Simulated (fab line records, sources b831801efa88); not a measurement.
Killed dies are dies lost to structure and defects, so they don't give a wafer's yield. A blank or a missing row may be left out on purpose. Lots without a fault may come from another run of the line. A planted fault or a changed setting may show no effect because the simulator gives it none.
One fault seen from 2 desks | flow sky130 | each desk has only its own numbers; what lay behind them comes last

THE METROLOGY DESK
What the gauges read, lot by lot, whatever tool the lot ran on: means of the sampled wafers that have a number. A lot is out of limits, marked OUT, if its mean lies more than 4 standard deviations from the usual mean; the brackets give that distance.
Columns: A = cd_nm at SKY_POLY_CUT_CD_MEAS_08, usual 269.8 nm; B = POLY_CUT_OVL at SKY_POLY_CUT_OVL_MEAS_09, usual -1 nm; C = CONTACT_BOW at SKY_CONTACT_BOW_MEAS_05, usual 81 um
lot  | first seen here | A     | B  | C
L405 | day 23 18:16    | 268.6 | -8 | 85
L406 | day 24 12:22    | 269.0 | 5  | 80
L408 | day 25 00:32    | 269.1 | -1 | 82
L415 | day 27 15:27    | 265.9 | -9 | 73
L416 | day 28 04:33    | 268.8 | -4 | 86
L417 | day 28 10:22    | 270.0 | 2  | 81
L418 | day 28 20:48    | 270.8 | -3 | 82
L419 | day 29 05:44    | 272.8 | 7  | 75
L423 | day 30 11:36    | 271.6 | -5 | 87
L424 | day 30 13:57    | 270.7 | -2 | 77
L425 | day 30 19:30    | 270.3 | 1  | 78
L426 | day 31 06:06    | 269.1 | -8 | 78
L427 | day 31 09:02    | 270.8 | 4  | 81
L428 | day 31 16:19    | 271.1 | -3 | 92
This desk's finding: nothing out of limits on any of the 14 lots.

THE TOOL OWNER'S DESK: wet_bench-04
The tool's own readings at SKY_LOCAL_INTERCONNECT_STRIP_16 (strips in post etch residue remover, time 1200 s): means of the sampled wafers that have a number, for each lot that ran on this tool. A lot is out of limits, marked OUT, if its mean lies more than 4 standard deviations from the usual mean; the brackets give that distance.
Columns: A = run_length_s at SKY_LOCAL_INTERCONNECT_STRIP_16, usual 1228 s
lot  | first seen here | A
L405 | day 29 23:35    | 1235
L408 | day 31 01:02    | 1235
L416 | day 34 03:14    | 1476 (+67) OUT
L417 | day 34 09:28    | 1475 (+67) OUT
This desk's finding: out of limits on L416, L417; first on L416, day 34 03:14 (run_length_s at SKY_LOCAL_INTERCONNECT_STRIP_16). In limits: L405, L408.

PUT TOGETHER
The tool owner's desk could have raised an alarm at day 34 03:14, on L416, L417.
The metrology desk saw nothing out of limits.
The metrology desk has L416, L417 on record, within its limits.
Of the lots named, all ran SKY_LOCAL_INTERCONNECT_STRIP_16 on wet_bench-04.

WHAT THE SIMULATOR HAD PUT IN
Process parameter drift: wet_bench-04, from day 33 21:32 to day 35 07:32, at SKY_LOCAL_INTERCONNECT_STRIP_16. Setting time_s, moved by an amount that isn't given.
Lots struck among those shown: L416, L417.
Hours from the fault's start to each desk's first reading out of limits: the tool owner's desk, 6.
